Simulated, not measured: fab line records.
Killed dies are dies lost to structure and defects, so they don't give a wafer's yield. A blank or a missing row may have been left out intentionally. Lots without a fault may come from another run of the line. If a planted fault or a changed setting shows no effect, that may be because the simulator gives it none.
Which tool is to blame? / flow sky130 / at 1 step of a route of 708, 12 lots with 36 wafers sampled

WHAT THE GAUGES SHOWED, per wafer
SKY_VIA1_THK_MEAS_01. Usual: for VIA1_HDPCVD_THK the level is 1031 nm and the standard deviation is 10.
lot=L692; measured=day 32 09:40; on=film_metro-02; VIA1_HDPCVD_THK (nm)=1048 1037 1031; flag=
lot=L693; measured=day 32 14:46; on=film_metro-02; VIA1_HDPCVD_THK (nm)=1023 1016 1031; flag=
lot=L694; measured=day 33 03:46; on=film_metro-04; VIA1_HDPCVD_THK (nm)=1040 1036 1030; flag=
lot=L695; measured=day 33 10:55; on=film_metro-04; VIA1_HDPCVD_THK (nm)=1033 1039 1023; flag=
lot=L697; measured=day 34 21:47; on=film_metro-02; VIA1_HDPCVD_THK (nm)=1045 1036 1031; flag=
lot=L700; measured=day 35 08:06; on=film_metro-01; VIA1_HDPCVD_THK (nm)=1032 1034 1024; flag=
lot=L703; measured=day 36 12:28; on=film_metro-02; VIA1_HDPCVD_THK (nm)=1019 1001 1014; flag=
lot=L704; measured=day 36 14:34; on=film_metro-04; VIA1_HDPCVD_THK (nm)=1035 1030 1022; flag=
lot=L705; measured=day 36 17:20; on=film_metro-02; VIA1_HDPCVD_THK (nm)=1041 1040 1042; flag=
lot=L713; measured=day 39 17:53; on=film_metro-02; VIA1_HDPCVD_THK (nm)=1030 1018 1019; flag=
lot=L715; measured=day 39 22:20; on=film_metro-01; VIA1_HDPCVD_THK (nm)=1022 1034 1015; flag=
lot=L714; measured=day 39 22:52; on=film_metro-01; VIA1_HDPCVD_THK (nm)=1044 1028 1051; flag=

WHICH TOOL RAN EACH LOT (tool, then ch and the chambers of the sampled wafers, then the start)
The record shows no process step preceding these readings.

WHAT THE TOOLS THEMSELVES READ (means of the sampled wafers that have a number; where no wafer has one, the mark that the record gives instead)
The record holds no such reading with a usual standard deviation.

THE ANSWER, worked out from the rows above alone
Rule: a lot is off if the mean of its wafers that have a number lies more than 3 standard deviations from the usual mean. Also off: a lot with no number at a reading for which 4 or more lots have one. Any other lot the step has rows for is counted as sound. Order of review: gauges by route order, followed by the tools' own readings, for which a lot's mean as printed above is used. The first step at which some lot is off is used, and at that step the reading that is off furthest; a lot without a number counts as furthest.
Nothing can be told from this: no lot is off at any reading shown.

WHAT HAD BEEN PUT IN BY THE SIMULATOR
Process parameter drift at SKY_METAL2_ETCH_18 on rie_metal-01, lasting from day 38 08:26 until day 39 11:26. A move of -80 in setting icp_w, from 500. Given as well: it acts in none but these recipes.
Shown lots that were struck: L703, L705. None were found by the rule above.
